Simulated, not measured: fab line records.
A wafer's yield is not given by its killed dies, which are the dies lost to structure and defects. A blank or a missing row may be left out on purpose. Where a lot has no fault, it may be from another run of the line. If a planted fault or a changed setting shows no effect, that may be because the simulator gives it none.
Code-filled problem report in 8D (eight disciplines) form ; flow gf180mcu ; the parts of the form that need people (team, actions taken, sign-off) are left out

1. WHAT WENT WRONG
Wafers free of any fault read 488.3 ohm/sq (standard deviation 1.1) for NWELL_RS at GF_VT_IMPLANT_RS_MEAS_47, against a mean of 507.4 ohm/sq on 6 wafers of 2 lots. Relative to the usual mean, that is a shift of +17 standard deviations.
The step: measures by four-point-probe.
Earliest sighting: wafer L745.2 on film metro-02 at day 8 18:30. Wafers with a number at this step in the record: 42, from 14 lots. Rule for "out", or "out of limits": more than 4 standard deviations from the usual mean. The rest of the wafers with a number are treated as sound.

2. WHAT IT IS, AND WHAT IT ISN'T
question;is;is not
which readings at this step;NWELL_RS;-
which lots;L745, L747;L741, L742, L743, L744, L748, L752, L756, L759, L760, L761, L762, L763
which wafers of those lots;all that have a number;-
read on which gauges;film metro-01, film metro-02;film metro-04
when;from day 8 18:30;"up to then (12 sound wafers); but 24 sound wafers of L748, L752, L756, L759, L760, L761, L762, L763 came after"

3. THE SUSPECTS, EACH WITH WHAT RULES IT OUT
Counting: any tool at a process step up to the reading is kept as a suspect provided that every lot that is out went through it and no sound lot did after the first of them.
- the gauge at GF_VT_IMPLANT_RS_MEAS_47: ruled out. 2 gauges (film metro-01, film metro-02) read the wafers that are out.
- implanter-03 at GF_NWELL_IMPLANT_09: ruled out as a lasting fault. The sound lots L760, L762 went through it after L745, its earliest lot that is out (day 4 10:46).
Left after counting: nothing in the record.

4. THE CAUSE (what the simulator had put in)
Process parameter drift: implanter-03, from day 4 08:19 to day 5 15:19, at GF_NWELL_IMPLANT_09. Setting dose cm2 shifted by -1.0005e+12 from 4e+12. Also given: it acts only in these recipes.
Counting ruled it out, wrongly: the rule takes a fault to strike every lot that its tool runs from its start on, and this one did not.

5. THE EFFECT CHAIN, in route order
Rows list readings where the struck wafers' mean (over those with a number) sits beyond 3 standard deviations from the usual. Scope: only readings with a usual standard deviation given in the record; hours: median across lots of the time from each lot's start at the first step in this table that gives one to its start at this step; sigmas: change in usual standard deviations.
hours;step;reading;usual;on struck wafers;change;sigmas
0;GF_NWELL_IMPLANT_09;dose ions cm2;4e+12;3e+12;-1e+12;-99 or more
0;GF_NWELL_IMPLANT_09;faraday current uA;22.5;16.9;-5.6;-12
105;GF_VT_IMPLANT_RS_MEAS_47;NWELL_RS;488.3 ohm/sq;507.4;+19.1;+17
Process steps it contains:
- GF_NWELL_IMPLANT_09

6. HOW IT WOULD HAVE BEEN CAUGHT EARLIER
In this record the first reading out of limits at a measuring or inspecting step was taken at day 8 18:30, 106 hours after the fault began at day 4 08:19.
At GF_NWELL_IMPLANT_09, the tool's own readings (dose ions cm2, faraday current uA) were out on each struck wafer the step has a row for, so an alarm limit on them would have fired on the first such wafer.
